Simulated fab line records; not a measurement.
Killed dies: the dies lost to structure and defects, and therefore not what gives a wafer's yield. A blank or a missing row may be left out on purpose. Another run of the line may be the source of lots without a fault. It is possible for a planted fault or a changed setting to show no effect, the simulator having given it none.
Chamber matching :: flow gf180mcu :: GF_V4_CVD_02 on pecvd-02 has 3 sister chambers
The step deposits SiO2 from TEOS, target thk 850 nm, time 94.851 s. 6 wafers are shown with their chamber, then 7 later ones without.

== WAFERS PAIRED WITH THEIR CHAMBERS ==
wafer: L086.3
chamber: 0
heater_power_w (W): 749
heater_power_outer_w (W): 435

wafer: L086.6
chamber: 0
heater_power_w (W): 758
heater_power_outer_w (W): 463

wafer: L087.3
chamber: 1
heater_power_w (W): 547
heater_power_outer_w (W): 347

wafer: L087.4
chamber: 2
heater_power_w (W): 564
heater_power_outer_w (W): 302

wafer: L091.2
chamber: 2
heater_power_w (W): 594
heater_power_outer_w (W): 330

wafer: L091.4
chamber: 1
heater_power_w (W): 507
heater_power_outer_w (W): 320

== WAFERS WITHOUT THEIR CHAMBER ==
wafer: L091.5
heater_power_w (W): 614
heater_power_outer_w (W): 346

wafer: L092.1
heater_power_w (W): 496
heater_power_outer_w (W): 296

wafer: L092.4
heater_power_w (W): 698
heater_power_outer_w (W): 432

wafer: L092.5
heater_power_w (W): 505
heater_power_outer_w (W): 323

wafer: L096.4
heater_power_w (W): 766
heater_power_outer_w (W): 471

wafer: L096.5
heater_power_w (W): 416
heater_power_outer_w (W): 244

wafer: L096.6
heater_power_w (W): 582
heater_power_outer_w (W): 323

== THE CHAMBER EACH PASSED THROUGH ==
wafer: L091.5
from the rows above: can't be placed: 2 or 1
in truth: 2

wafer: L092.1
from the rows above: can't be placed: 1 or 2
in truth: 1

wafer: L092.4
from the rows above: 0
in truth: 0

wafer: L092.5
from the rows above: 1
in truth: 1

wafer: L096.4
from the rows above: 0
in truth: 0

wafer: L096.5
from the rows above: can't be placed: 1 or 2
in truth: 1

wafer: L096.6
from the rows above: 2
in truth: 2
Correctly placed: 4 of 7. From these rows, 3 cannot be placed; in 3 the true chamber is one of the candidates. Placed wrongly: 0.
How it was worked out, from the rows above alone: a wafer's distance from a chamber is the root of the sum, over the readings, of the square of ((its reading less the chamber's mean) divided by the reading's scatter). The wafer belongs to the nearest chamber; if the next one is less than 2 further off, it can't be placed. A chamber's mean is the mean of its shown wafers. The scatter: the root of (the sum of the squares of (reading less its chamber's mean) over the shown wafers, divided by (wafers less chambers)).
